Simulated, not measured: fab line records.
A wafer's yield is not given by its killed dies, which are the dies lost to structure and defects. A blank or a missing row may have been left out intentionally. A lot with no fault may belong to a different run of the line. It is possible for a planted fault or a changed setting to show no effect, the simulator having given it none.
Struck lot and sound lot, side by side -- flow sfq line -- 28 steps out of a route of 325
Sound: the wafers L157.1, L157.2, L157.6. Struck: wafer L159.2. (L159.3, L159.4 of the same lot were not struck and are left out.) The cause comes at the end.
Per side, at each step with rows, come the tool, then ch with its chambers, and then its first start. Under that, the readings that differ: sound wafers -- struck wafers -- difference of the means -- sigmas: that difference in standard deviations of wafers without a fault.
alike: readings with means less than 2 such deviations apart, plus words and numbers identical on both sides. not compared: withheld readings, readings lacking a value on some wafer, bounds such as >300 that could conceal the same value, and numbers that have no deviation in the record and whose values overlap.
Wherever a step has rows on one side only, a row that says differs or no value, or a row with sigmas, the two part there. Numbers that don't overlap but have no deviation are shown without sigmas and don't part them. Lack of a reading on every wafer of one side parts them only where that side has two or more wafers.

first, 6 steps without rows for these wafers: SFQ_TRILAYER_M1_LITHO_COAT_044 (resist thk 62 nm); SFQ_TRILAYER_M1_LITHO_COAT_039 (resist thk 600 nm); SFQ_TRILAYER_M1_LITHO_SOFTBAKE_043; SFQ_TRILAYER_M1_LITHO_EXPOSE_040 (exposes mask M1, target cd 500 nm); SFQ_TRILAYER_M1_LITHO_PEB_042 (peb time 60 s); SFQ_TRILAYER_M1_LITHO_DEVELOP_041 (time 60 s).
SFQ_M1_OVL_MEAS_911:
  sound on overlay-01, day 26 05:18; struck on overlay-02, day 27 00:31
  alike: M1_OVL
SFQ_TRILAYER_M1_BARC_OPEN_METAL_ETCH_054: etches BARC in O2, target depth 125 nm, time 41.7 s.
  sound on rie metal-03 ch 0,1, day 26 05:20; struck on rie metal-01 ch 0, day 27 00:32
  alike: drypump motor current A, he backside leak sccm, oes product au
  not compared: rf hours counter h
then, 3 steps without rows for these wafers: SFQ_TRILAYER_M1_ETCH_METAL_ETCH_042 (etches Nb in Cl2/Ar, stops on SiO2, target depth 240 nm, time 120 s); SFQ_TRILAYER_M1_STRIP_STRIP_043 (strips in O2); SFQ_TRILAYER_M1_STRIP_SOLV_CLEAN_044 (cleans in NMP, time 600 s).
SFQ_TRILAYER_I1_DEP_PECVD_045: deposits SiO2 from SiH4/N2O, time 111.11 s, target thk 500 nm.
  sound on pecvd-01 ch 0,2, day 26 06:18; struck on pecvd-03 ch 0, day 27 01:30
reading,sound,struck,difference,sigmas
showerhead vpp V (V),826 791 791,918,+115,+3
throttle valve pct (%),25.2 26.4 26.8,23.7,-2.4,-2
  alike: heater power w
SFQ_TRILAYER_I1_CMP_CMP_046: polishes SiO2.
  sound on cmp-01 ch 1,2,3, day 26 18:25; struck on cmp-01 ch 1, day 27 06:25
reading,sound,struck,difference,sigmas
model.SiO2_of_TRILAYER_I1_DEP_PECVD_045.thk nm (nm),200 199.5 200.1,219.7,+19.8,
  alike: motor current A, time to endpoint s
SFQ_I1_BOW_MEAS_912:
  sound on film metro-02, day 26 20:55; struck on film metro-04, day 27 08:56
  alike: I1_BOW
SFQ_TRILAYER_I1_METRO_MEASURE_047:
  sound on film metro-02, day 26 21:02; struck on film metro-04, day 27 09:14
reading,sound,struck,difference,sigmas
thk nm (nm),200.2 199.5 200.0,219.6,+19.7,+22
then, 6 steps without rows for these wafers: SFQ_TRILAYER_I1_VIA_LITHO_COAT_054 (resist thk 62 nm); SFQ_TRILAYER_I1_VIA_LITHO_COAT_049 (resist thk 650 nm); SFQ_TRILAYER_I1_VIA_LITHO_SOFTBAKE_053; SFQ_TRILAYER_I1_VIA_LITHO_EXPOSE_050 (exposes mask I1, target cd 500 nm); SFQ_TRILAYER_I1_VIA_LITHO_PEB_052 (peb time 60 s); SFQ_TRILAYER_I1_VIA_LITHO_DEVELOP_051 (time 60 s).
-- the record jumps here: 6 days lie between the struck wafers' starts before and after --
SFQ_I1_OVL_MEAS_913:
  sound on overlay-01, day 27 01:50; struck on overlay-02, day 33 05:23
  alike: I1_OVL
SFQ_TRILAYER_I1_VIA_BARC_OPEN_VIA_ETCH_071: etches BARC in O2, target depth 125 nm, time 41.7 s.
  sound on rie diel-01 ch 1,2, day 27 01:53; struck on rie diel-02 ch 0, day 33 05:25
  alike: drypump motor current A, oes product au
  not compared: rf hours counter h
SFQ_TRILAYER_I1_VIA_ETCH_VIA_ETCH_052: etches SiO2 in CHF3, stops on Nb, target depth 260 nm.
  sound on rie diel-01 ch 1,2, day 27 01:55; struck on rie diel-02 ch 0, day 33 05:28
reading,sound,struck,difference,sigmas
oes product au (a.u.),0.859 0.849 0.852,0.907,+0.054,+11
model.etch.depth nm (nm),200 199.5 200.1,219.7,+19.8,
model.I1.feature depth nm (nm),200 199.5 200.1,219.7,+19.8,
  alike: drypump motor current A
SFQ_TRILAYER_I1_VIA_STRIP_STRIP_053: strips in O2.
  sound on rie metal-03 ch 0,1, day 27 02:02; struck on rie metal-04 ch 0, day 33 05:34
reading,sound,struck,difference,sigmas
oes product au (a.u.),1.011 1.001 1.014,0.992,-0.017,-2
  alike: drypump motor current A, he backside leak sccm
  not compared: rf hours counter h
then, 1 step without rows for these wafers: SFQ_TRILAYER_I1_VIA_STRIP_SOLV_CLEAN_054 (cleans in NMP, time 600 s).
SFQ_TRILAYER_M2_DEP_PRE_CLEAN_056: time 22.5 s.
  sound on pvd sputter-06, day 27 02:49; struck on pvd sputter-05, day 33 06:21
reading,sound,struck,difference,sigmas
model.SiO2_of_TRILAYER_I1_DEP_PECVD_045.thk nm (nm),192.5 192 192.6,212.2,+19.8,
SFQ_TRILAYER_M2_DEP_SPUTTER_055: material Nb, target thk 200 nm, time 133.3 s.
  sound on pvd sputter-06, day 27 02:50; struck on pvd sputter-05, day 33 06:23
reading,sound,struck,difference,sigmas
base pressure pa (Pa),1.52e-06 1.43e-06 1.29e-06,1.22e-06,-1.93e-07,-2
  alike: throttle valve pct

## WHERE THEY PART
First at SFQ_TRILAYER_I1_DEP_PECVD_045; last, within this record, at SFQ_TRILAYER_M2_DEP_SPUTTER_055.

WHY: the cause the simulator had injected
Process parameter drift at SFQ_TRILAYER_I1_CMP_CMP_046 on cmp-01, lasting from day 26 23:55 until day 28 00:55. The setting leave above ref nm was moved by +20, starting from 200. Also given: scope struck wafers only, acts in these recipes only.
